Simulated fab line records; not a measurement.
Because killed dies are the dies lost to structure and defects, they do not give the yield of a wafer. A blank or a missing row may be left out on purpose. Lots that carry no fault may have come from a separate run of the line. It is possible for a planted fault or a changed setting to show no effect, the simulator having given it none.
A single fault, viewed from 2 desks | flow gf180mcu | only its own numbers are on each desk; what lay behind them is given at the end

## THE METROLOGY DESK
What the gauges read, lot by lot, whatever tool the lot ran on: means of the sampled wafers that have a number. A lot is out of limits, marked OUT, if its mean lies more than 4 standard deviations from the usual mean; the brackets give that distance.
Columns: A = NSD_RS at GF_PSD_RS_MEAS_14, usual 46.15 ohm/sq; B = PSD_RS at GF_PSD_RS_MEAS_15, usual 108.62 ohm/sq; C = V1_W_RS at GF_V1_RS_MEAS_24, usual 0.3267 ohm/sq; D = V2_CVD_02_THK at GF_V2_THK_MEAS_03, usual 849 nm
lot  | first seen here | A               | B               | C      | D
L938 | day 14 04:34    | 46.10           | 108.48          | 0.3263 | 844
L939 | day 14 16:29    | 46.10           | 108.50          | 0.3247 | 850
L940 | day 14 19:59    | 46.22           | 108.77          | 0.3268 | 845
L943 | day 15 16:00    | 46.28           | 109.13          | 0.3263 | 848
L944 | day 16 02:52    | 43.02 (-38) OUT | 99.73 (-32) OUT | 0.3313 | 827
L945 | day 16 10:31    | 42.97 (-38) OUT | 99.57 (-32) OUT | 0.3284 | 838
L952 | day 18 22:44    | 46.16           | 108.52          | 0.3302 | 851
L953 | day 19 08:22    | 46.02           | 108.21          | 0.3245 | 847
L956 | day 20 11:13    | 46.10           | 108.27          | 0.3262 | 837
L957 | day 20 20:18    | 46.18           | 108.78          | 0.3239 | 851
L958 | day 21 09:15    | 46.09           | 108.42          | 0.3247 | 846
L960 | day 22 10:37    | 46.18           | 108.48          | 0.3235 | 859
L961 | day 22 23:13    | 46.05           | 108.37          | 0.3274 | 843
This desk finds L944, L945 out of limits, with the earliest case on L944 at day 16 02:52 (NSD_RS at GF_PSD_RS_MEAS_14). L938, L939, L940, L943, L952, L953, L956, L957, L958, L960, L961: within limits.

## FOR THE TOOL OWNER'S DESK: rtp_anneal-02
At GF_PSD_RTA_13 (time 20 s), the tool's own readings, given per lot that ran on this tool as the mean of the sampled wafers with a number. A lot is out of limits, marked OUT, if its mean lies more than 4 standard deviations from the usual mean; the brackets give that distance.
Columns: A = lamp_power_pct at GF_PSD_RTA_13, usual 33 %; B = wafer_temp_C_max at GF_PSD_RTA_13, usual 1032.3
lot  | first seen here | A  | B
L938 | day 14 04:29    | 30 | 1034.0
L939 | day 14 16:23    | 30 | 1031.8
L940 | day 14 19:54    | 30 | 1033.2
L944 | day 16 02:47    | 31 | 1053.4 (+13) OUT
L945 | day 16 10:26    | 31 | 1056.6 (+15) OUT
L953 | day 19 08:17    | 30 | 1033.8
L956 | day 20 11:08    | 30 | 1033.6
L958 | day 21 09:10    | 30 | 1032.9
L960 | day 22 10:32    | 30 | 1033.1
L961 | day 22 23:08    | 30 | 1032.2
This desk finds L944, L945 out of limits, L944 being first, at day 16 02:47 (wafer_temp_C_max at GF_PSD_RTA_13). L938, L939, L940, L953, L956, L958, L960, L961: within limits.

## TAKEN TOGETHER
The tool owner's desk could have raised an alarm at day 16 02:47, on L944, L945.
L944, L945 would have let the metrology desk raise an alarm at day 16 02:52.
The lots listed all ran GF_PSD_RTA_13 on rtp_anneal-02.

## WHAT THE SIMULATOR PUT IN
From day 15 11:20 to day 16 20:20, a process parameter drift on rtp_anneal-02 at GF_PSD_RTA_13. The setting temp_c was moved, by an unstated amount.
Shown lots that were struck: L944, L945.
Counting hours from when the fault started, the first reading out of limits came at 15 for the tool owner's desk and at 16 for the metrology desk.
